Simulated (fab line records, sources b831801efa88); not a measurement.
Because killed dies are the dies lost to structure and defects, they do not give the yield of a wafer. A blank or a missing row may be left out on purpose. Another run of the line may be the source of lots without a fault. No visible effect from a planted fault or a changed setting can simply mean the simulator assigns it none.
2 desks, one fault -- flow sky130 -- what lay behind the numbers comes last; until then each desk has only its own

## TOOL OWNER'S DESK, pvd_sputter-03
The tool's own readings at SKY_VIA2_SPUTTER_20 (material TiN, target thk 20 nm, time 80 s): means of the sampled wafers that have a number, for each lot that ran on this tool. The brackets show how far a lot's mean lies from the usual mean; more than 4 standard deviations puts the lot out of limits, marked OUT.
Columns: A = cathode_dc_power_W at SKY_VIA2_SPUTTER_20, usual 4000.1 W; B = throttle_valve_pct at SKY_VIA2_SPUTTER_20, usual 30.2 %
lot,first seen here,A,B
L123,day 36 15:18,4000.3,30.5
L128,day 38 15:39,4177.1 (+99 or more) OUT,30.3
L129,day 39 00:06,4176.5 (+99 or more) OUT,30.4
L136,day 41 09:04,3999.9,30.3
L137,day 41 14:32,4000.4,30.6
L142,day 42 08:53,3999.7,30.0
L144,day 43 12:34,3999.8,30.0
This desk finds L128, L129 out of limits, L128 being first, at day 38 15:39 (cathode_dc_power_W at SKY_VIA2_SPUTTER_20). L123, L136, L137, L142, L144: within limits.

## METROLOGY DESK
Lot by lot, what the gauges showed, no matter which tool ran the lot: averages of those sampled wafers that carry a number. The brackets show how far a lot's mean lies from the usual mean; more than 4 standard deviations puts the lot out of limits, marked OUT.
Columns: A = METAL2_OVL at SKY_METAL2_OVL_MEAS_16, usual 4 nm; B = VIA2_W_RS at SKY_VIA2_RS_MEAS_22, usual 0.2714 ohm/sq
lot,first seen here,A,B
L121,day 35 03:08,-5,0.2724
L122,day 35 06:01,9,0.2720
L123,day 35 11:04,4,0.2677
L124,day 36 04:19,6,0.2702
L128,day 37 12:35,5,0.2749
L129,day 37 21:19,2,0.2703
L135,day 39 15:23,-3,0.2747
L136,day 40 06:31,5,0.2688
L137,day 40 12:09,6,0.2714
L140,day 41 03:58,1,0.2720
L142,day 41 07:44,-9,0.2713
L143,day 41 17:20,6,0.2738
L144,day 42 10:58,7,0.2721
Result from this desk: across the 13 lots, nothing is out of limits.

## BROUGHT TOGETHER
The tool owner's desk had the chance to raise an alarm at day 38 15:39 on L128, L129.
From the metrology desk's view, nothing was out of limits.
The metrology desk holds a record of L128, L129, inside its limits.
Of the lots named, all ran SKY_VIA2_SPUTTER_20 on pvd_sputter-03.

## WHAT HAD BEEN PUT IN BY THE SIMULATOR
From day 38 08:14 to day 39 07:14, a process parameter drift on pvd_sputter-03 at SKY_VIA2_SPUTTER_20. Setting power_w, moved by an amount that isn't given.
Shown lots that were struck: L128, L129.
Delay in hours, fault start to first out-of-limits reading, by desk: the tool owner's desk at 7.
